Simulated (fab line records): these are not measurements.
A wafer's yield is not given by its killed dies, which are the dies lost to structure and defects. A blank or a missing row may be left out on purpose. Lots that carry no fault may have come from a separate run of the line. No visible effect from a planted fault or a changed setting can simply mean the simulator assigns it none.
Which tool was responsible?	flow sky130	32 wafers from 11 lots sampled at 5 of the route's 708 steps

## WHAT THE GAUGES READ, wafer by wafer
SKY_SONOS_TUNNEL_TW_MEAS_12.
lot	measured	on	SONOS_TUNNEL_TW
L887	day 11 22:17	filmMetro-02	197.7 197.8 197.5
L888	day 12 08:23	filmMetro-03	197.7 198.1 198.1
L889	day 12 16:32	filmMetro-02	196.3 197.8 196.8
L890	day 13 19:41	filmMetro-02	198.9 196.6 196.9
L891	day 13 23:21	filmMetro-04	195.0 194.5 194.2
L893	day 14 08:54	filmMetro-03	200.2 199.2 199.7
L896	day 14 16:40	filmMetro-03	198.1 199.4 199.6
L897	day 15 04:56	filmMetro-04	196.7 195.5 196.6
L898	day 15 13:51	filmMetro-02	197.9 197.3 196.5
L905	day 17 21:17	filmMetro-03	198.5 198.0
L908	day 18 22:27	filmMetro-04	195.4 195.2 194.3

SKY_CAPM_THK_MEAS_01.
lot	measured	on	CAPM_CVD_00_THK (nm)
L887	day 37 05:24	filmMetro-03	15.62 15.63 15.92
L888	day 37 11:58	filmMetro-04	15.09 15.43 15.57
L889	day 37 17:04	filmMetro-04	15.25 15.52 15.74
L890	day 38 18:43	filmMetro-03	15.32 15.35 15.60
L891	day 38 23:17	filmMetro-01	15.65 15.63 15.74
L893	day 39 12:22	filmMetro-04	15.20 15.46 15.29
L896	day 39 15:23	filmMetro-04	15.53 15.61 15.59
L897	day 40 02:35	filmMetro-04	15.21 15.56 15.55
L898	day 40 10:08	filmMetro-04	15.08 15.02 15.57
L905	day 42 10:30	filmMetro-01	15.51 21.47
L908	day 43 06:02	filmMetro-04	15.69 15.45 15.75

## WHICH TOOL RAN EACH LOT (tool, then ch and the chambers of the sampled wafers, then the start)
lot	SKY_PWDE_STRIP_09	SKY_POLY_GATE_ETCH_17	SKY_CAPM_CVD_00
L887	plasmaAsher-04 ch 0,1, day 4 01:35	rieSi-01 ch 0,1,3, day 17 04:11	pecvd-03 ch 0,1,2, day 37 05:23
L888	plasmaAsher-04 ch 0,1, day 4 08:58	rieSi-02 ch 0,1,2, day 17 11:35	pecvd-01 ch 1,2, day 37 11:56
L889	plasmaAsher-02 ch 0, day 4 15:10	rieSi-01 ch 0,2,3, day 17 20:10	pecvd-03 ch 0,1,2, day 37 17:02
L890	plasmaAsher-01 ch 0,1, day 5 12:04	rieSi-01 ch 1,2,3, day 19 01:26	pecvd-03 ch 0,1, day 38 18:41
L891	plasmaAsher-02 ch 0,1, day 5 13:07	rieSi-02 ch 0,1,2, day 19 06:47	pecvd-03 ch 0,1,2, day 38 23:14
L893	plasmaAsher-04 ch 0,1, day 5 18:25	rieSi-01 ch 0,1, day 19 22:07	pecvd-04 ch 0,2, day 39 12:20
L896	plasmaAsher-01 ch 0,1, day 6 02:27	rieSi-01 ch 1,2,3, day 20 02:11	pecvd-03 ch 0,1, day 39 15:22
L897	plasmaAsher-04 ch 0,1, day 6 09:18	rieSi-01 ch 1,2,3, day 20 15:20	pecvd-04 ch 0,2, day 40 02:34
L898	plasmaAsher-04 ch 0,1, day 6 18:25	rieSi-02 ch 0,1,2, day 21 02:49	pecvd-01 ch 1,2, day 40 10:06
L905	plasmaAsher-01 ch 0, day 8 08:41	rieSi-01 ch 0, day 23 15:20	pecvd-03 ch 0,2, day 42 10:29
L908	plasmaAsher-04 ch 0,1, day 9 01:57	rieSi-02 ch 0,2,3, day 24 14:46	pecvd-01 ch 1,2, day 43 06:01
- SKY_PWDE_STRIP_09: strips in O2/N2.
- SKY_POLY_GATE_ETCH_17: etches poly-Si in HBr/Cl2, stops on SiO2, target depth 180 nm, time 70.5 s.
- SKY_CAPM_CVD_00: deposits SiO2, target thk 15.5 nm.

## WHAT THE TOOLS THEMSELVES READ (means of the sampled wafers that have a number; where no wafer has one, the mark that the record gives instead)
SKY_PWDE_STRIP_09.
lot	tool	chamberPressureMTorr (mTorr)	drypumpMotorCurrentA (A)	n2FlowSccm (sccm)	oesProductAu (a.u.)	stripTimeToEndpointS (s)
L887	plasmaAsher-04	1499.9	5.3	299.4	0.721	36.89
L888	plasmaAsher-04	1501.0	5.6	299.9	0.727	36.86
L889	plasmaAsher-02	1500.5	5.1	300.7	0.723	36.97
L890	plasmaAsher-01	1498.8	5.4	299.5	0.722	36.87
L891	plasmaAsher-02	1500.3	5.5	299.5	0.720	36.90
L893	plasmaAsher-04	1500.7	5.3	300.6	0.726	36.99
L896	plasmaAsher-01	1499.5	5.7	300.5	0.724	36.97
L897	plasmaAsher-04	1499.2	5.6	300.5	0.726	36.78
L898	plasmaAsher-04	1500.2	5.6	299.8	0.724	36.97
L905	plasmaAsher-01	1499.8	6.1	300.0	0.724	37.05
L908	plasmaAsher-04	1501.6	5.3	300.2	0.723	36.89

SKY_POLY_GATE_ETCH_17.
lot	tool	chamberPressureMTorr (mTorr)	drypumpMotorCurrentA (A)	oesProductAu (a.u.)	throttleValvePct (%)
L887	rieSi-01	9.996	6.1	0.984	33.684
L888	rieSi-02	9.991	5.5	0.976	33.685
L889	rieSi-01	10.000	6.2	0.974	33.687
L890	rieSi-01	10.000	6.3	0.986	33.680
L891	rieSi-02	10.007	5.5	0.985	33.692
L893	rieSi-01	9.997	6.0	0.984	33.678
L896	rieSi-01	9.989	6.3	0.979	33.679
L897	rieSi-01	10.005	6.3	0.974	33.684
L898	rieSi-02	9.996	5.5	0.987	33.685
L905	rieSi-01	10.014	5.8	0.996	33.684
L908	rieSi-02	10.006	5.4	0.980	33.680

SKY_CAPM_CVD_00.
lot	tool	heaterPowerW (W)
L887	pecvd-03	645
L888	pecvd-01	832
L889	pecvd-03	657
L890	pecvd-03	622
L891	pecvd-03	634
L893	pecvd-04	700
L896	pecvd-03	700
L897	pecvd-04	669
L898	pecvd-01	854
L905	pecvd-03	772
L908	pecvd-01	791

## THE ANSWER, worked out from the rows above alone
Rule: the usual values come from the lots themselves. Put in order of their means at a reading, lots are off if they are a third of the lots or fewer, leave a main group of 4 or more, and stand apart from it by a gap of 3 or more times the standard deviation of the main group's means; of several such gaps the widest counts. A main group is skipped when, at the precision printed for the reading in the tables above, its means are all equal. A lot without any number at a reading at which 4 lots or more have one is off too. Any other lot the step has rows for is counted as sound. Order of review: gauges by route order, followed by the tools' own readings, for which a lot's mean as printed above is used. The first step at which some lot is off is used, and at that step the reading that is off furthest; a lot without a number counts as furthest.
Off: L905, at SKY_CAPM_THK_MEAS_01 (CAPM_CVD_00_THK). Mean 15.49 nm and standard deviation 0.15 in the main group.
If a tool, at a process step before that reading, ran all the lots that are off and no sound lot after the first of them, it fits. The gauges at SKY_CAPM_THK_MEAS_01 are tried like those tools. Can't be told from this: 4 tools fit, plasmaAsher-01 at SKY_PWDE_STRIP_09, rieSi-01 at SKY_POLY_GATE_ETCH_17, pecvd-03 at SKY_CAPM_CVD_00, filmMetro-01 at SKY_CAPM_THK_MEAS_01.

## WHAT HAD BEEN PUT IN BY THE SIMULATOR
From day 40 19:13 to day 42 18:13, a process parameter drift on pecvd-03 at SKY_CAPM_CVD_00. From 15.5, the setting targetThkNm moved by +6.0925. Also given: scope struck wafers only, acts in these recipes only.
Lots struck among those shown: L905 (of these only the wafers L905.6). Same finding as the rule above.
